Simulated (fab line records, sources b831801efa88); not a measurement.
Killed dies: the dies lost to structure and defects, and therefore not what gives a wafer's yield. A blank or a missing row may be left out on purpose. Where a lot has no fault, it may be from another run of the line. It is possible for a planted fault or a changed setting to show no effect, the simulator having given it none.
What tool caused it?	flow sky130	72 wafers from 24 lots sampled at 6 of the route's 708 steps

WHAT THE GAUGES SHOWED, per wafer
SKY_SD_N_RS_MEAS_16: the measuring method here is four-point-probe. Usual: SD_N_RS gives 68.59 ohm/sq (standard deviation 0.16).
lot	measured	on	SD_N_RS (ohm/sq)	flag
L074	day 28 04:03	film_metro-01	68.78 68.79 68.74	
L075	day 28 07:31	film_metro-02	68.54 68.38 68.52	
L076	day 28 11:41	film_metro-02	68.42 68.53 68.46	
L078	day 28 14:08	film_metro-01	68.71 68.74 68.69	
L077	day 29 02:31	film_metro-01	68.74 68.73 68.86	
L079	day 29 06:27	film_metro-03	68.37 68.50 68.42	
L080	day 29 16:14	film_metro-01	68.77 68.72 68.70	
L081	day 30 12:38	film_metro-01	68.58 68.94 68.70	
L082	day 30 14:07	film_metro-01	68.69 68.67 68.78	
L083	day 30 17:08	film_metro-03	68.51 68.26 68.42	
L084	day 31 01:52	film_metro-03	68.48 68.46 68.45	
L085	day 31 08:59	film_metro-01	68.63 68.57 68.75	
L086	day 31 15:51	film_metro-01	68.63 68.83 68.84	
L087	day 32 01:10	film_metro-02	68.29 68.57 68.32	
L088	day 32 14:28	film_metro-03	68.46 68.52 68.49	
L089	day 32 20:11	film_metro-03	68.40 68.54 68.46	
L090	day 33 04:19	film_metro-03	68.55 68.56 68.70	
L091	day 33 15:14	film_metro-02	68.52 68.59 68.52	
L092	day 33 16:47	film_metro-01	68.59 68.70 68.56	
L093	day 34 02:01	film_metro-01	68.74 68.69 68.54	
L094	day 34 04:34	film_metro-02	68.49 68.47 68.59	
L095	day 34 16:04	film_metro-01	68.76 68.58 68.54	
L096	day 34 22:58	film_metro-03	68.37 68.54 68.48	
L097	day 35 15:59	film_metro-01	68.68 68.81 68.54	

SKY_CONTACT_THK_MEAS_26: measures by xrf. Usual: CONTACT_W_THK gives 342 nm (standard deviation 4.7).
lot	measured	on	CONTACT_W_THK (nm)	flag
L074	day 31 20:06	film_metro-04	342 348 347	
L075	day 32 00:26	film_metro-03	337 335 333	
L076	day 32 03:17	film_metro-01	343 339 335	
L078	day 32 05:47	film_metro-03	337 337 335	
L077	day 32 18:16	film_metro-03	339 340 343	
L079	day 32 22:02	film_metro-01	342 338 336	
L080	day 33 06:48	film_metro-04	337 334 340	
L081	day 34 03:16	film_metro-04	342 338 345	
L082	day 34 03:38	film_metro-03	339 342 344	
L083	day 34 07:45	film_metro-03	337 336 342	
L084	day 34 14:14	film_metro-04	339 340 341	
L085	day 34 21:35	film_metro-01	345 346 344	
L086	day 35 03:53	film_metro-04	348 346 347	
L087	day 35 14:38	film_metro-03	334 334 340	
L088	day 36 01:28	film_metro-04	342 346 342	
L089	day 36 06:18	film_metro-04	345 342 351	
L090	day 36 15:58	film_metro-04	346 352 343	
L091	day 37 02:10	film_metro-04	352 347 353	
L092	day 37 03:09	film_metro-04	343 352 347	
L093	day 37 12:06	film_metro-03	331 332 344	
L094	day 37 15:34	film_metro-01	340 345 341	
L095	day 38 02:33	film_metro-04	351 350 342	
L096	day 38 09:42	film_metro-03	339 341 340	
L097	day 39 00:49	film_metro-01	351 345 347	

SKY_CAP2M_THK_MEAS_01. Usual: CAP2M_CVD_00_THK gives 15.39 nm (standard deviation 0.26).
lot	measured	on	CAP2M_CVD_00_THK (nm)	flag
L074	day 39 19:59	film_metro-03	15.28 15.57 15.62	
L075	day 39 21:09	film_metro-02	14.95 15.09 15.22	
L076	day 40 01:52	film_metro-02	14.91 15.13 15.35	
L078	day 40 03:55	film_metro-03	15.30 15.04 15.38	
L077	day 40 14:29	film_metro-02	15.11 15.37 15.25	
L079	day 40 19:01	film_metro-02	15.01 15.18 15.15	
L080	day 41 02:31	film_metro-04	15.36 15.40 15.47	
L081	day 41 22:16	film_metro-02	15.55 15.83 15.59	
L082	day 41 22:52	film_metro-02	15.71 15.47 15.45	
L083	day 41 23:59	film_metro-02	15.19 15.51 15.73	
L084	day 42 08:59	film_metro-02	15.30 15.47 15.57	
L085	day 42 13:31	film_metro-04	14.82 15.07 15.42	
L086	day 42 20:13	film_metro-04	15.30 15.04 15.39	
L087	day 43 06:54	film_metro-02	15.34 15.35 15.09	
L088	day 43 15:38	film_metro-03	15.31 15.44 15.68	
L089	day 43 19:21	film_metro-03	15.42 15.66 15.65	
L090	day 44 15:04	film_metro-02	15.27 15.14 15.38	
L091	day 44 15:49	film_metro-03	15.40 15.37 15.49	
L092	day 44 16:09	film_metro-03	15.18 15.28 15.48	
L093	day 44 21:07	film_metro-02	15.60 15.78 15.77	
L094	day 45 00:00	film_metro-02	15.41 15.94 15.73	
L095	day 45 11:08	film_metro-02	15.07 15.23 15.16	
L096	day 45 16:14	film_metro-04	15.39 15.53 15.27	
L097	day 46 05:59	film_metro-02	15.04 15.35 15.71	

EACH LOT AND THE TOOL THAT RAN IT (in order: tool; ch and the chambers of the sampled wafers; start)
lot	SKY_LI_CONTACT_STRIP_16	SKY_CONTACT_CMP_27	SKY_METAL2_DESCUM_17
L074	plasma_asher-02 ch 0,1, day 29 09:43	cmp-01 ch 0,1, day 31 20:10	rie_metal-04 ch 0,1, day 35 07:22
L075	plasma_asher-04 ch 0,1, day 29 12:56	cmp-02 ch 1,3, day 32 00:32	rie_metal-04 ch 0,1, day 35 10:53
L076	plasma_asher-01 ch 0,1, day 29 17:10	cmp-02 ch 0,1,3, day 32 03:20	rie_metal-04 ch 0,1, day 35 14:38
L078	plasma_asher-04 ch 0,1, day 29 18:56	cmp-02 ch 0,1,3, day 32 05:56	rie_metal-02 ch 0,1, day 35 16:49
L077	plasma_asher-02 ch 0,1, day 30 07:49	cmp-01 ch 0,1,2, day 32 18:19	rie_metal-04 ch 0,1, day 36 04:49
L079	plasma_asher-02 ch 0,1, day 30 11:43	cmp-02 ch 1,2,3, day 32 22:06	rie_metal-03 ch 0,1, day 36 08:26
L080	plasma_asher-04 ch 0,1, day 30 20:45	cmp-01 ch 0,2,3, day 33 07:05	rie_metal-03 ch 0,1, day 36 16:50
L081	plasma_asher-02 ch 0,1, day 31 17:17	cmp-02 ch 2,3, day 34 03:19	rie_metal-03 ch 0,1, day 37 11:53
L082	plasma_asher-01 ch 0,1, day 31 18:19	cmp-01 ch 1,2, day 34 03:40	rie_metal-04 ch 0,1, day 37 13:11
L083	plasma_asher-01 ch 0,1, day 31 21:56	cmp-02 ch 0,2,3, day 34 07:48	rie_metal-04 ch 0,1, day 37 16:29
L084	plasma_asher-02 ch 0,1, day 32 05:23	cmp-01 ch 0,2, day 34 14:17	rie_metal-03 ch 0,1, day 37 23:38
L085	plasma_asher-01 ch 0, day 32 13:18	cmp-02 ch 1,2,3, day 34 21:41	rie_metal-02 ch 1, day 38 07:14
L086	plasma_asher-02 ch 0,1, day 32 19:40	cmp-01 ch 2,3, day 35 03:57	rie_metal-04 ch 0,1, day 38 12:29
L087	plasma_asher-02 ch 0,1, day 33 05:38	cmp-01 ch 0,2,3, day 35 14:50	rie_metal-03 ch 0,1, day 38 23:14
L088	plasma_asher-01 ch 0,1, day 33 17:27	cmp-01 ch 0,1,3, day 36 01:35	rie_metal-03 ch 0,1, day 39 08:55
L089	plasma_asher-01 ch 0,1, day 33 23:25	cmp-01 ch 0,1,3, day 36 06:24	rie_metal-04 ch 0, day 39 13:47
L090	plasma_asher-01 ch 0,1, day 34 08:07	cmp-01 ch 0,1,2, day 36 16:08	rie_metal-03 ch 0,1, day 39 23:24
L091	plasma_asher-01 ch 0,1, day 34 18:27	cmp-02 ch 0,3, day 37 02:16	rie_metal-04 ch 0,1, day 40 10:05
L092	plasma_asher-02 ch 0,1, day 34 19:47	cmp-01 ch 1,3, day 37 03:15	rie_metal-02 ch 0,1, day 40 10:29
L093	plasma_asher-02 ch 0,1, day 35 05:23	cmp-01 ch 0,2,3, day 37 12:13	rie_metal-04 ch 0,1, day 40 18:23
L094	plasma_asher-04 ch 0,1, day 35 08:32	cmp-01 ch 1,2, day 37 15:38	rie_metal-02 ch 0,1, day 40 20:59
L095	plasma_asher-02 ch 0,1, day 35 19:09	cmp-02 ch 0,3, day 38 02:37	rie_metal-04 ch 0,1, day 41 06:56
L096	plasma_asher-02 ch 0,1, day 36 02:03	cmp-01 ch 0,1,3, day 38 09:45	rie_metal-04 ch 0,1, day 41 13:40
L097	plasma_asher-04 ch 0,1, day 36 18:28	cmp-01 ch 0,2, day 39 00:52	rie_metal-02 ch 0,1, day 42 04:59
- SKY_LI_CONTACT_STRIP_16: strips in O2/N2.
- SKY_CONTACT_CMP_27: polishes, stops on SiO2, t overpolish 15 s, target thk 0 nm.
- SKY_METAL2_DESCUM_17: chemistry O2, time 8 s.

WHAT THE TOOLS THEMSELVES READ (means of the sampled wafers that have a number; where no wafer has one, the mark that the record gives instead)
SKY_LI_CONTACT_STRIP_16. Usual: drypump_motor_current_A 5.79 A, standard deviation 0.22; oes_product_au 0.376 a.u., standard deviation 0.0044; strip_time_to_endpoint_s 3.50 s, standard deviation 0.039.
lot	tool	drypump_motor_current_A (A)	oes_product_au (a.u.)	strip_time_to_endpoint_s (s)	flag
L074	plasma_asher-02	5.69	0.375	3.51	
L075	plasma_asher-04	5.65	0.371	3.48	
L076	plasma_asher-01	5.81	0.374	3.49	
L078	plasma_asher-04	5.64	0.377	3.52	
L077	plasma_asher-02	5.68	0.382	3.53	
L079	plasma_asher-02	5.90	0.375	3.49	
L080	plasma_asher-04	5.65	0.377	3.52	
L081	plasma_asher-02	5.68	0.372	3.51	
L082	plasma_asher-01	5.83	0.380	3.50	
L083	plasma_asher-01	5.82	0.376	3.51	
L084	plasma_asher-02	5.68	0.370	3.46	
L085	plasma_asher-01	6.00	0.377	3.54	
L086	plasma_asher-02	5.90	0.377	3.52	
L087	plasma_asher-02	5.71	0.377	3.53	
L088	plasma_asher-01	5.92	0.374	3.52	
L089	plasma_asher-01	5.82	0.375	3.54	
L090	plasma_asher-01	5.84	0.378	3.49	
L091	plasma_asher-01	5.90	0.377	3.44	
L092	plasma_asher-02	5.90	0.377	3.49	
L093	plasma_asher-02	5.67	0.377	3.52	
L094	plasma_asher-04	5.65	0.375	3.51	
L095	plasma_asher-02	5.89	0.379	3.50	
L096	plasma_asher-02	5.70	0.378	3.51	
L097	plasma_asher-04	5.68	0.380	3.47	

SKY_CONTACT_CMP_27. Usual: motor_current_A 11.7 A, standard deviation 1.1; overpolish_run_s 15.000 s, standard deviation 0.0082; platen_rpm 60.00 rpm, standard deviation 0.046; time_to_endpoint_s 84 s, standard deviation 3.9.
lot	tool	motor_current_A (A)	overpolish_run_s (s)	platen_rpm (rpm)	time_to_endpoint_s (s)	flag
L074	cmp-01	10.2	15.000	60.00	84	
L075	cmp-02	12.2	15.000	60.02	84	
L076	cmp-02	12.3	15.002	60.01	83	
L078	cmp-02	12.4	15.005	59.99	82	
L077	cmp-01	11.7	15.001	60.01	81	
L079	cmp-02	12.2	14.995	60.01	82	
L080	cmp-01	11.2	14.999	60.02	80	
L081	cmp-02	13.0	14.988	60.06	85	
L082	cmp-01	12.0	15.009	60.00	81	
L083	cmp-02	11.9	14.995	60.02	88	
L084	cmp-01	11.1	15.008	59.96	82	
L085	cmp-02	12.1	14.987	59.97	84	
L086	cmp-01	11.3	14.999	60.00	88	
L087	cmp-01	11.1	15.007	60.01	89	
L088	cmp-01	11.0	14.997	60.04	84	
L089	cmp-01	10.8	15.004	60.01	86	
L090	cmp-01	11.8	15.005	60.01	87	
L091	cmp-02	12.6	15.006	59.97	86	
L092	cmp-01	11.5	15.003	60.00	88	
L093	cmp-01	11.5	14.993	60.02	86	
L094	cmp-01	12.1	14.990	60.00	84	
L095	cmp-02	12.3	14.997	60.00	86	
L096	cmp-01	11.1	15.001	59.99	83	
L097	cmp-01	10.8	15.003	60.00	83	

SKY_METAL2_DESCUM_17. Usual: drypump_motor_current_A 6.0 A, standard deviation 0.4; oes_product_au 1.001 a.u., standard deviation 0.012.
lot	tool	drypump_motor_current_A (A)	oes_product_au (a.u.)	flag
L074	rie_metal-04	6.5	0.996	
L075	rie_metal-04	6.4	1.001	
L076	rie_metal-04	6.2	1.010	
L078	rie_metal-02	5.9	0.995	
L077	rie_metal-04	6.4	0.989	
L079	rie_metal-03	5.7	1.010	
L080	rie_metal-03	5.7	0.997	
L081	rie_metal-03	5.7	1.009	
L082	rie_metal-04	6.5	0.994	
L083	rie_metal-04	6.2	1.002	
L084	rie_metal-03	5.8	1.003	
L085	rie_metal-02	6.0	0.979	
L086	rie_metal-04	6.4	0.993	
L087	rie_metal-03	5.8	1.010	
L088	rie_metal-03	5.7	1.005	
L089	rie_metal-04	5.9	1.014	
L090	rie_metal-03	5.7	1.003	
L091	rie_metal-04	6.2	1.001	
L092	rie_metal-02	5.9	0.997	
L093	rie_metal-04	6.2	1.011	
L094	rie_metal-02	5.8	0.995	
L095	rie_metal-04	6.2	1.009	
L096	rie_metal-04	6.2	1.002	
L097	rie_metal-02	5.9	0.996	

THE ANSWER, worked out from the rows above alone
Rule: take the mean of a lot's wafers that have a number; if it is more than 3 standard deviations from the usual mean, the lot is off. A lot without any number at a reading at which 4 lots or more have one is off too. All remaining lots with rows at the step are treated as sound. First the gauges in route order, then the tools' own readings, where a lot's mean is used as printed above. The first step at which some lot is off is used, and at that step the reading that is off furthest; a lot without a number counts as furthest.
Nothing can be told from this: no lot is off at any reading shown.

WHAT WAS PUT IN BY THE SIMULATOR
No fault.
